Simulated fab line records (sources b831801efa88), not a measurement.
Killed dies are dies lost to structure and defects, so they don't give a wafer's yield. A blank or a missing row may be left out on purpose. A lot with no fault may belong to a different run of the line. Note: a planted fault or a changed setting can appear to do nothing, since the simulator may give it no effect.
Struck lot and sound lot, side by side :: flow sky130 :: 16 steps out of a route of 708
Sound: these wafers, L622.1, L622.5, L622.6. Wafers L635.2, L635.4, L635.5 were the ones struck. The cause is named last.
Order at every step that has rows: each side's tool, ch and its chambers, its first start. Under that, the readings that differ: sound wafers :: struck wafers :: difference of the means :: sigmas: that difference in standard deviations of wafers without a fault.
alike: same words and numbers on both sides, and readings whose means sit less than 2 such deviations apart. not compared: any withheld reading, any reading some wafer has no value for, any bound like >300 that may hide the same value, and any number with overlapping values for which the record gives no deviation.
Wherever a step has rows on one side only, a row that says differs or no value, or a row with sigmas, the two part there. Non-overlapping numbers with no deviation appear without sigmas and do not part them. A reading missing from all wafers of one side parts the sides only when that side holds two or more wafers.

SKY_GATE_OXIDE_TW_MEAS_14:
  sound: film_metro-04 at day 15 15:26; struck: film_metro-02 at day 19 22:07
  alike: GATE_OXIDE_TW
then, 3 steps without rows for these wafers: SKY_GATE_OXIDE_CLEAN_15 (cleans in SC1/SC2, time 150 s); SKY_GATE_OXIDE_OXIDATION_16 (stabilise 600 s, purge 300 s, target thk 3.57 nm); SKY_POLY_GATE_CVD_00 (deposits poly-Si, target thk 180 nm, time 720 s).
SKY_POLY_GATE_THK_MEAS_01:
  sound: film_metro-02 at day 15 20:07; struck: film_metro-01 at day 20 01:33
  alike: POLY_GATE_CVD_00_THK
then, 7 steps without rows for these wafers: SKY_RES_PROTECT_DEHYDRATE_00 (time 60 s); SKY_RES_PROTECT_HMDS_01 (prime time 60 s); SKY_RES_PROTECT_COAT_02 (resist thk 1140 nm); SKY_RES_PROTECT_SOFTBAKE_03 (time 60 s); SKY_RES_PROTECT_EXPOSE_04 (exposes mask RPM, target cd 1270 nm); SKY_RES_PROTECT_PEB_05; SKY_RES_PROTECT_DEVELOP_06 (develop time 60 s).
SKY_POLY_GATE_IMPLANT_02:
  sound on implanter-02 ch 0, day 17 01:00; struck on implanter-02 ch 0, day 21 08:00
reading: end_station_pressure_torr (Torr)
sound: 1.05e-05 1.11e-05 1.13e-05
struck: 4.57e-05 4.47e-05 4.63e-05
difference: +3.46e-05
sigmas: +37
  alike: tilt_deg
SKY_RES_PROTECT_STRIP_07: strips in O2/N2.
  sound on plasma_asher-04 ch 0,1, day 17 01:09; struck on plasma_asher-02 ch 0,1, day 21 08:08
reading: strip_time_to_endpoint_s (s)
sound: 23.31 23.23 23.31
struck: 23.71 23.70 23.72
difference: +0.43
sigmas: +8
  alike: drypump_motor_current_A, oes_product_au
  not compared: rf_hours_counter_h
SKY_RES_PROTECT_TW_MEAS_08:
  sound: film_metro-01 at day 17 01:15; struck: film_metro-02 at day 21 08:14
  alike: POLY_GATE_TW
-- a jump in the record: the struck wafers' starts before and after are 29 days apart (it breaks off in module RES_PROTECT and resumes in module PAD_OPEN, where the first step shown is number 708 of the route) --
SKY_PAD_OPEN_PROBE_99:
  sound: prober-02 at day 47 06:37; struck: prober-02 at day 49 20:37
reading: model.etest.res_poly.line_ohm_um
sound: 524.2 529.8 519.4
struck: 487.5 473.4 517.5
difference: -31.7
sigmas: 

reading: model.etest.licon_poly.rc_ohm
sound: 145.7 151.7 156.4
struck: 138.6 140.3 143.6
difference: -10.4
sigmas: 

reading: model.etest.res_poly.rs_ohm_sq
sound: 48.34 49.19 49.08
struck: 45.2 45.62 47.01
difference: -2.9
sigmas: 
  alike: killed_at_M0_to_M3, killed_at_M4_up, killed_at_contacts, killed_at_front_end, killed_at_other, killed_dies, killed_open, killed_short

## WHERE THEY PART
At SKY_POLY_GATE_IMPLANT_02 first; at SKY_RES_PROTECT_STRIP_07 last (within this record only). Later steps at which nothing parts them and some readings are alike: SKY_RES_PROTECT_TW_MEAS_08, SKY_PAD_OPEN_PROBE_99.

WHY: what had been put in by the simulator
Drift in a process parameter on implanter-02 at SKY_POLY_GATE_IMPLANT_02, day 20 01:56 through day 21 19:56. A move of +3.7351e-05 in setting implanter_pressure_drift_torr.
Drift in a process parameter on implanter-02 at SKY_POLY_GATE_IMPLANT_02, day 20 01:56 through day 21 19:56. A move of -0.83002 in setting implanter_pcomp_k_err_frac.
